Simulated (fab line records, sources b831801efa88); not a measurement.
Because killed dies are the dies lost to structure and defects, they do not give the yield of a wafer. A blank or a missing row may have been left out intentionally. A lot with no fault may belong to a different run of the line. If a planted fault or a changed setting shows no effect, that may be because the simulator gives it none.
Which tool was responsible? || flow sky130 || 36 wafers from 12 lots sampled at 4 of the route's 708 steps

== WHAT EACH GAUGE READ, for each wafer ==
SKY_NWELL_RS_MEAS_31: a four-point-probe measurement. Usual: for PWDE_RS the level is 5359 ohm/sq and the standard deviation is 16.
{"lot": "L703", "measured": "day 5 05:29", "on": "film_metro-04", "PWDE_RS (ohm/sq)": "5364 5359 5373", "flag": ""}
{"lot": "L704", "measured": "day 5 17:34", "on": "film_metro-02", "PWDE_RS (ohm/sq)": "5367 5353 5349", "flag": ""}
{"lot": "L705", "measured": "day 5 17:51", "on": "film_metro-03", "PWDE_RS (ohm/sq)": "5359 5351 5337", "flag": ""}
{"lot": "L706", "measured": "day 6 01:59", "on": "film_metro-04", "PWDE_RS (ohm/sq)": "5365 5353 5368", "flag": ""}
{"lot": "L707", "measured": "day 6 06:30", "on": "film_metro-02", "PWDE_RS (ohm/sq)": "5358 5348 5364", "flag": ""}
{"lot": "L708", "measured": "day 6 15:36", "on": "film_metro-03", "PWDE_RS (ohm/sq)": "5359 5348 5353", "flag": ""}
{"lot": "L713", "measured": "day 7 20:22", "on": "film_metro-04", "PWDE_RS (ohm/sq)": "5357 5344 5355", "flag": ""}
{"lot": "L715", "measured": "day 8 05:34", "on": "film_metro-04", "PWDE_RS (ohm/sq)": "5387 5347 5382", "flag": ""}
{"lot": "L722", "measured": "day 10 03:15", "on": "film_metro-02", "PWDE_RS (ohm/sq)": "5350 5343 5363", "flag": ""}
{"lot": "L723", "measured": "day 10 08:10", "on": "film_metro-03", "PWDE_RS (ohm/sq)": "5369 5339 5347", "flag": ""}
{"lot": "L724", "measured": "day 10 14:43", "on": "film_metro-02", "PWDE_RS (ohm/sq)": "5332 5351 5338", "flag": ""}
{"lot": "L725", "measured": "day 11 00:52", "on": "film_metro-04", "PWDE_RS (ohm/sq)": "5365 5374 5359", "flag": ""}

SKY_LDD_N_OVL_MEAS_07. Usual: for LDD_N_OVL the level is 1.4 nm and the standard deviation is 1.4.
{"lot": "L703", "measured": "day 17 08:41", "on": "overlay-02", "LDD_N_OVL (nm)": "0.9 0.4 1.7", "flag": ""}
{"lot": "L704", "measured": "day 18 07:11", "on": "overlay-01", "LDD_N_OVL (nm)": "1.6 3.6 1.3", "flag": ""}
{"lot": "L705", "measured": "day 18 07:19", "on": "overlay-01", "LDD_N_OVL (nm)": "1.8 2.6 2.9", "flag": ""}
{"lot": "L706", "measured": "day 19 01:46", "on": "overlay-02", "LDD_N_OVL (nm)": "0.5 0.8 -0.5", "flag": ""}
{"lot": "L707", "measured": "day 19 01:55", "on": "overlay-01", "LDD_N_OVL (nm)": "0.1 2.1 2.6", "flag": ""}
{"lot": "L708", "measured": "day 19 22:58", "on": "overlay-02", "LDD_N_OVL (nm)": "-0.2 1.5 -1.0", "flag": ""}
{"lot": "L713", "measured": "day 21 23:16", "on": "overlay-01", "LDD_N_OVL (nm)": "2.7 2.1 1.2", "flag": ""}
{"lot": "L715", "measured": "day 22 08:34", "on": "overlay-01", "LDD_N_OVL (nm)": "3.5 0.4 3.2", "flag": ""}
{"lot": "L722", "measured": "day 24 18:22", "on": "overlay-02", "LDD_N_OVL (nm)": "-0.7 -1.2 -1.3", "flag": ""}
{"lot": "L723", "measured": "day 24 22:40", "on": "overlay-01", "LDD_N_OVL (nm)": "0.5 2.2 0.5", "flag": ""}
{"lot": "L724", "measured": "day 25 05:55", "on": "overlay-01", "LDD_N_OVL (nm)": "2.1 2.5 3.2", "flag": ""}
{"lot": "L725", "measured": "day 25 18:25", "on": "overlay-02", "LDD_N_OVL (nm)": "2.0 -0.2 0.5", "flag": ""}

== EACH LOT AND THE TOOL THAT RAN IT (in order: tool; ch and the chambers of the sampled wafers; start) ==
{"lot": "L703", "SKY_NWELL_RTA_28": "rtp_anneal-02 ch 0, day 5 05:06", "SKY_GATE_OXIDE_OXIDATION_16": "furnace-02 ch 0, day 13 15:35"}
{"lot": "L704", "SKY_NWELL_RTA_28": "rtp_anneal-01 ch 0, day 5 17:13", "SKY_GATE_OXIDE_OXIDATION_16": "furnace-02 ch 0, day 14 09:46"}
{"lot": "L705", "SKY_NWELL_RTA_28": "rtp_anneal-02 ch 0, day 5 17:31", "SKY_GATE_OXIDE_OXIDATION_16": "furnace-02 ch 0, day 14 09:46"}
{"lot": "L706", "SKY_NWELL_RTA_28": "rtp_anneal-01 ch 0, day 6 01:38", "SKY_GATE_OXIDE_OXIDATION_16": "furnace-02 ch 0, day 15 01:18"}
{"lot": "L707", "SKY_NWELL_RTA_28": "rtp_anneal-02 ch 0, day 6 06:10", "SKY_GATE_OXIDE_OXIDATION_16": "furnace-02 ch 0, day 15 01:18"}
{"lot": "L708", "SKY_NWELL_RTA_28": "rtp_anneal-01 ch 0, day 6 15:16", "SKY_GATE_OXIDE_OXIDATION_16": "furnace-01 ch 0, day 15 20:28"}
{"lot": "L713", "SKY_NWELL_RTA_28": "rtp_anneal-02 ch 0, day 7 20:01", "SKY_GATE_OXIDE_OXIDATION_16": "furnace-02 ch 0, day 17 19:12"}
{"lot": "L715", "SKY_NWELL_RTA_28": "rtp_anneal-01 ch 0, day 8 05:13", "SKY_GATE_OXIDE_OXIDATION_16": "furnace-02 ch 0, day 18 03:43"}
{"lot": "L722", "SKY_NWELL_RTA_28": "rtp_anneal-02 ch 0, day 10 02:55", "SKY_GATE_OXIDE_OXIDATION_16": "furnace-01 ch 0, day 20 17:07"}
{"lot": "L723", "SKY_NWELL_RTA_28": "rtp_anneal-02 ch 0, day 10 07:49", "SKY_GATE_OXIDE_OXIDATION_16": "furnace-02 ch 0, day 20 21:17"}
{"lot": "L724", "SKY_NWELL_RTA_28": "rtp_anneal-01 ch 0, day 10 14:23", "SKY_GATE_OXIDE_OXIDATION_16": "furnace-01 ch 0, day 21 06:40"}
{"lot": "L725", "SKY_NWELL_RTA_28": "rtp_anneal-02 ch 0, day 11 00:32", "SKY_GATE_OXIDE_OXIDATION_16": "furnace-01 ch 0, day 21 18:26"}
- SKY_NWELL_RTA_28: time 30 s.
- SKY_GATE_OXIDE_OXIDATION_16: stabilise 600 s, purge 300 s, target thk 3.57 nm.

== WHAT THE TOOLS THEMSELVES READ (means of the sampled wafers that have a number; where no wafer has one, the mark that the record gives instead) ==
SKY_NWELL_RTA_28. Usual: lamp_power_pct 25.31 %, standard deviation 0.045; ramp_down_c_per_s 90.000, standard deviation 0.016; wafer_temp_C_max 1054.8, standard deviation 0.88.
{"lot": "L703", "tool": "rtp_anneal-02", "lamp_power_pct (%)": 25.36, "ramp_down_c_per_s": 89.997, "wafer_temp_C_max": 1054.3, "flag": ""}
{"lot": "L704", "tool": "rtp_anneal-01", "lamp_power_pct (%)": 25.31, "ramp_down_c_per_s": 90.003, "wafer_temp_C_max": 1054.4, "flag": ""}
{"lot": "L705", "tool": "rtp_anneal-02", "lamp_power_pct (%)": 25.33, "ramp_down_c_per_s": 89.986, "wafer_temp_C_max": 1054.8, "flag": ""}
{"lot": "L706", "tool": "rtp_anneal-01", "lamp_power_pct (%)": 25.32, "ramp_down_c_per_s": 90.020, "wafer_temp_C_max": 1054.9, "flag": ""}
{"lot": "L707", "tool": "rtp_anneal-02", "lamp_power_pct (%)": 25.31, "ramp_down_c_per_s": 90.007, "wafer_temp_C_max": 1054.6, "flag": ""}
{"lot": "L708", "tool": "rtp_anneal-01", "lamp_power_pct (%)": 25.28, "ramp_down_c_per_s": 90.004, "wafer_temp_C_max": 1055.3, "flag": ""}
{"lot": "L713", "tool": "rtp_anneal-02", "lamp_power_pct (%)": 25.32, "ramp_down_c_per_s": 89.999, "wafer_temp_C_max": 1054.2, "flag": ""}
{"lot": "L715", "tool": "rtp_anneal-01", "lamp_power_pct (%)": 25.32, "ramp_down_c_per_s": 89.995, "wafer_temp_C_max": 1055.3, "flag": ""}
{"lot": "L722", "tool": "rtp_anneal-02", "lamp_power_pct (%)": 25.34, "ramp_down_c_per_s": 89.992, "wafer_temp_C_max": 1055.0, "flag": ""}
{"lot": "L723", "tool": "rtp_anneal-02", "lamp_power_pct (%)": 25.32, "ramp_down_c_per_s": 89.996, "wafer_temp_C_max": 1054.7, "flag": ""}
{"lot": "L724", "tool": "rtp_anneal-01", "lamp_power_pct (%)": 25.28, "ramp_down_c_per_s": 90.003, "wafer_temp_C_max": 1055.3, "flag": ""}
{"lot": "L725", "tool": "rtp_anneal-02", "lamp_power_pct (%)": 25.31, "ramp_down_c_per_s": 89.988, "wafer_temp_C_max": 1054.8, "flag": ""}

SKY_GATE_OXIDE_OXIDATION_16. Usual: spike_tc_bottom_C 821.3 C, standard deviation 2.2; spike_tc_centre_C 798.9 C, standard deviation 1.4; spike_tc_lower_C 800.8 C, standard deviation 1.2; spike_tc_top_C 808.2 C, standard deviation 2.9; spike_tc_upper_C 801.4 C, standard deviation 1.5; tube_center_temp_C 800 C, standard deviation 0.074; tube_center_temp_C_max 802.0, standard deviation 0.3; zone_power_centre_pct 15.37 %, standard deviation 0.29; zone_power_lower_pct 13.7 %, standard deviation 1.3.
{"lot": "L703", "tool": "furnace-02", "spike_tc_bottom_C (C)": 818.8, "spike_tc_centre_C (C)": 797.4, "spike_tc_lower_C (C)": 800.2, "spike_tc_top_C (C)": 806.0, "spike_tc_upper_C (C)": 801.8, "tube_center_temp_C (C)": 800, "tube_center_temp_C_max": 801.9, "zone_power_centre_pct (%)": 15.55, "zone_power_lower_pct (%)": 12.7, "flag": ""}
{"lot": "L704", "tool": "furnace-02", "spike_tc_bottom_C (C)": 819.4, "spike_tc_centre_C (C)": 797.6, "spike_tc_lower_C (C)": 799.9, "spike_tc_top_C (C)": 805.5, "spike_tc_upper_C (C)": 800.5, "tube_center_temp_C (C)": 800, "tube_center_temp_C_max": 802.3, "zone_power_centre_pct (%)": 15.76, "zone_power_lower_pct (%)": 12.7, "flag": ""}
{"lot": "L705", "tool": "furnace-02", "spike_tc_bottom_C (C)": 819.5, "spike_tc_centre_C (C)": 797.4, "spike_tc_lower_C (C)": 800.8, "spike_tc_top_C (C)": 806.6, "spike_tc_upper_C (C)": 801.1, "tube_center_temp_C (C)": 800, "tube_center_temp_C_max": 802.2, "zone_power_centre_pct (%)": 15.31, "zone_power_lower_pct (%)": 12.7, "flag": ""}
{"lot": "L706", "tool": "furnace-02", "spike_tc_bottom_C (C)": 819.7, "spike_tc_centre_C (C)": 798.8, "spike_tc_lower_C (C)": 800.1, "spike_tc_top_C (C)": 804.9, "spike_tc_upper_C (C)": 799.5, "tube_center_temp_C (C)": 800, "tube_center_temp_C_max": 802.2, "zone_power_centre_pct (%)": 15.64, "zone_power_lower_pct (%)": 12.7, "flag": ""}
{"lot": "L707", "tool": "furnace-02", "spike_tc_bottom_C (C)": 820.1, "spike_tc_centre_C (C)": 797.7, "spike_tc_lower_C (C)": 800.0, "spike_tc_top_C (C)": 806.1, "spike_tc_upper_C (C)": 800.3, "tube_center_temp_C (C)": 800, "tube_center_temp_C_max": 802.0, "zone_power_centre_pct (%)": 15.43, "zone_power_lower_pct (%)": 12.7, "flag": ""}
{"lot": "L708", "tool": "furnace-01", "spike_tc_bottom_C (C)": 824.5, "spike_tc_centre_C (C)": 799.4, "spike_tc_lower_C (C)": 801.5, "spike_tc_top_C (C)": 812.5, "spike_tc_upper_C (C)": 802.7, "tube_center_temp_C (C)": 800, "tube_center_temp_C_max": 802.2, "zone_power_centre_pct (%)": 14.99, "zone_power_lower_pct (%)": 15.4, "flag": ""}
{"lot": "L713", "tool": "furnace-02", "spike_tc_bottom_C (C)": 813.2, "spike_tc_centre_C (C)": 791.5, "spike_tc_lower_C (C)": 793.9, "spike_tc_top_C (C)": 800.1, "spike_tc_upper_C (C)": 794.5, "tube_center_temp_C (C)": 793, "tube_center_temp_C_max": 795.3, "zone_power_centre_pct (%)": 15.21, "zone_power_lower_pct (%)": 12.7, "flag": "OFF"}
{"lot": "L715", "tool": "furnace-02", "spike_tc_bottom_C (C)": 813.3, "spike_tc_centre_C (C)": 792.3, "spike_tc_lower_C (C)": 793.6, "spike_tc_top_C (C)": 799.4, "spike_tc_upper_C (C)": 793.4, "tube_center_temp_C (C)": 794, "tube_center_temp_C_max": 795.8, "zone_power_centre_pct (%)": 15.24, "zone_power_lower_pct (%)": 12.4, "flag": "OFF"}
{"lot": "L722", "tool": "furnace-01", "spike_tc_bottom_C (C)": 824.0, "spike_tc_centre_C (C)": 800.0, "spike_tc_lower_C (C)": 801.3, "spike_tc_top_C (C)": 811.1, "spike_tc_upper_C (C)": 803.2, "tube_center_temp_C (C)": 800, "tube_center_temp_C_max": 801.9, "zone_power_centre_pct (%)": 15.01, "zone_power_lower_pct (%)": 15.5, "flag": ""}
{"lot": "L723", "tool": "furnace-02", "spike_tc_bottom_C (C)": 819.8, "spike_tc_centre_C (C)": 798.5, "spike_tc_lower_C (C)": 799.7, "spike_tc_top_C (C)": 806.2, "spike_tc_upper_C (C)": 800.8, "tube_center_temp_C (C)": 800, "tube_center_temp_C_max": 801.8, "zone_power_centre_pct (%)": 15.62, "zone_power_lower_pct (%)": 12.8, "flag": ""}
{"lot": "L724", "tool": "furnace-01", "spike_tc_bottom_C (C)": 823.7, "spike_tc_centre_C (C)": 800.5, "spike_tc_lower_C (C)": 800.9, "spike_tc_top_C (C)": 811.4, "spike_tc_upper_C (C)": 802.8, "tube_center_temp_C (C)": 800, "tube_center_temp_C_max": 801.9, "zone_power_centre_pct (%)": 15.05, "zone_power_lower_pct (%)": 15.4, "flag": ""}
{"lot": "L725", "tool": "furnace-01", "spike_tc_bottom_C (C)": 824.1, "spike_tc_centre_C (C)": 799.6, "spike_tc_lower_C (C)": 800.3, "spike_tc_top_C (C)": 812.3, "spike_tc_upper_C (C)": 803.0, "tube_center_temp_C (C)": 800, "tube_center_temp_C_max": 801.8, "zone_power_centre_pct (%)": 15.06, "zone_power_lower_pct (%)": 15.4, "flag": ""}

== THE ANSWER, worked out from the rows above alone ==
Rule: a lot is off if the mean of its wafers that have a number lies more than 3 standard deviations from the usual mean. Also off: a lot with no number at a reading for which 4 or more lots have one. The other lots that the step has rows for count as sound. The gauges are gone through in route order, then the tools' own readings, and for those a lot's mean is taken as printed above. At the first step where some lot is off, the reading lying furthest off is the one used; lots without a number count as furthest.
Off at SKY_GATE_OXIDE_OXIDATION_16 (tube_center_temp_C): L713, L715.
If a tool, at that step or one of the process steps before it, ran each lot that is off and ran no sound lot following the first of them, it fits. No candidate that was tried fits.

== WHAT THE SIMULATOR HAD INSERTED ==
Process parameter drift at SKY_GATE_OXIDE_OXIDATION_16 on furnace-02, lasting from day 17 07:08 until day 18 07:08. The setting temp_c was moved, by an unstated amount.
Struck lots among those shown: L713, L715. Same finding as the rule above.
